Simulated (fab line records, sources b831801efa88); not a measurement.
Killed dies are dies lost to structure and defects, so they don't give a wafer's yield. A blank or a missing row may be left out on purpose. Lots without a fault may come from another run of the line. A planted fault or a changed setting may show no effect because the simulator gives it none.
One fault seen from 2 desks | flow sky130 | each desk has only its own numbers; what lay behind them comes last

THE METROLOGY DESK
What the gauges read, lot by lot, whatever tool the lot ran on: means of the sampled wafers that have a number. A lot is out of limits, marked OUT, if its mean lies more than 4 standard deviations from the usual mean; the brackets give that distance.
Columns: A = SONOS_ONO_CVD_04_THK at SKY_SONOS_ONO_THK_MEAS_05, usual 5.40 nm; B = cd_nm at SKY_SD_N_CD_MEAS_07, usual 379.7 nm; C = LI_CONTACT_BOW at SKY_LI_CONTACT_BOW_MEAS_03, usual 55 um
lot  | first seen here | A    | B     | C
L519 | day 12 02:54    | 5.39 | 381.8 | 60
L521 | day 12 19:22    | 5.38 | 377.5 | 54
L523 | day 13 08:31    | 5.30 | 376.7 | 49
L524 | day 13 13:54    | 5.33 | 380.8 | 53
L526 | day 14 22:11    | 5.40 | 379.4 | 54
L531 | day 16 05:22    | 5.26 | 379.1 | 56
L532 | day 16 09:02    | 5.38 | 379.3 | 58
L533 | day 16 14:32    | 5.41 | 377.8 | 66
L534 | day 17 00:16    | 5.50 | 380.9 | 57
L536 | day 17 16:58    | 5.53 | 378.7 | 54
L537 | day 18 07:56    | 5.47 | 382.0 | 50
L538 | day 18 13:26    | 5.34 | 381.7 | 53
L539 | day 18 14:40    | 5.31 | 380.7 | 62
L540 | day 19 01:59    | 5.66 | 376.6 | 55
This desk's finding: nothing out of limits on any of the 14 lots.

THE TOOL OWNER'S DESK: iline_stepper-02
The tool's own readings at SKY_LDD_HVP_EXPOSE_04 (exposes mask HVPTM, target cd 700 nm): means of the sampled wafers that have a number, for each lot that ran on this tool. A lot is out of limits, marked OUT, if its mean lies more than 4 standard deviations from the usual mean; the brackets give that distance.
Columns: A = exposure_dose_mJ_cm2 at SKY_LDD_HVP_EXPOSE_04, usual 86.00; B = focus_offset_nm at SKY_LDD_HVP_EXPOSE_04, usual -0.1 nm
lot  | first seen here | A     | B
L519 | day 21 08:30    | 86.02 | -0.3
L521 | day 22 08:48    | 85.92 | 0.1
L531 | day 25 23:43    | 86.09 | -0.6
L532 | day 26 04:42    | 85.97 | -0.3
L533 | day 26 08:34    | 86.06 | -0.6
L536 | day 27 16:03    | 85.92 | -0.0
L537 | day 28 00:21    | 86.13 | 0.2
L538 | day 28 07:58    | 86.09 | -0.5
This desk's finding: nothing out of limits on any of the 8 lots.

PUT TOGETHER
The metrology desk saw nothing out of limits.
The tool owner's desk saw nothing out of limits.

WHAT THE SIMULATOR HAD PUT IN
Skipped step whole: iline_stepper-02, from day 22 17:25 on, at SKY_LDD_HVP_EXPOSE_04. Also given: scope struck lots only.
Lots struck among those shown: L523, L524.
